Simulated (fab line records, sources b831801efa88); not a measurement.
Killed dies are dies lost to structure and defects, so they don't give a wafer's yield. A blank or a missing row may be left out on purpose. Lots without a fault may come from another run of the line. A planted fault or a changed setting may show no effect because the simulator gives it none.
One fault seen from 2 desks | flow gf180mcu | each desk has only its own numbers; what lay behind them comes last

THE METROLOGY DESK
What the gauges read, lot by lot, whatever tool the lot ran on: means of the sampled wafers that have a number. A lot is out of limits, marked OUT, if its mean lies more than 4 standard deviations from the usual mean; the brackets give that distance.
Columns: A = V2_OVL at GF_V2_OVL_MEAS_15, usual 5 nm; B = V2_W_RS at GF_V2_RS_MEAS_24, usual 0.327 ohm/sq; C = M3_ALCU_RS at GF_M3_RS_MEAS_05, usual 0.0696 ohm/sq; D = M3_ALCU_THK at GF_M3_THK_MEAS_06, usual 445 nm
lot  | first seen here | A  | B     | C                | D
L967 | day 20 17:49    | 0  | 0.325 | 0.0702           | 439
L968 | day 20 23:39    | 13 | 0.331 | 0.0696           | 444
L969 | day 21 06:16    | 4  | 0.324 | 0.0697           | 442
L971 | day 22 12:18    | 1  | 0.331 | 0.0693           | 445
L972 | day 22 23:42    | 6  | 0.325 | 0.0699           | 442
L973 | day 23 07:44    | 6  | 0.321 | 0.0680           | 451
L977 | day 25 01:45    | 3  | 0.330 | 0.0693           | 443
L979 | day 25 06:13    | -1 | 0.329 | 0.0697           | 438
L981 | day 25 23:11    | 8  | 0.323 | 0.0700           | 445
L988 | day 28 00:09    | 3  | 0.321 | 0.0698           | 446
L989 | day 28 19:16    | 8  | 0.325 | 0.0796 (+12) OUT | 401 (-7.4) OUT
This desk's finding: out of limits on L989; first on L989, day 28 20:53 (M3_ALCU_RS at GF_M3_RS_MEAS_05). In limits: L967, L968, L969, L971, L972, L973, L977, L979, L981, L988.

THE TOOL OWNER'S DESK: pvd_sputter-02
The tool's own readings at GF_M3_SPUTTER_02 (material AlCu, target thk 450 nm, time 23.9 s): means of the sampled wafers that have a number, for each lot that ran on this tool. A lot is out of limits, marked OUT, if its mean lies more than 4 standard deviations from the usual mean; the brackets give that distance.
Columns: A = throttle_valve_pct at GF_M3_SPUTTER_02, usual 29.8 %
lot  | first seen here | A
L971 | day 22 13:52    | 30.4
L979 | day 25 07:55    | 30.3
L989 | day 28 20:47    | 29.9
This desk's finding: nothing out of limits on any of the 3 lots.

PUT TOGETHER
The metrology desk could have raised an alarm at day 28 20:53, on L989.
The tool owner's desk saw nothing out of limits.
The tool owner's desk has L989 on record, within its limits.
Of the lots named, all ran GF_M3_SPUTTER_02 on pvd_sputter-02.

WHAT THE SIMULATOR HAD PUT IN
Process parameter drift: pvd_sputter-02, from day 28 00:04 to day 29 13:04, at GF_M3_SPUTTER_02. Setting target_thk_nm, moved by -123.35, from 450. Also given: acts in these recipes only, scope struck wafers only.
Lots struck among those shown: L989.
Hours from the fault's start to each desk's first reading out of limits: the metrology desk, 21.
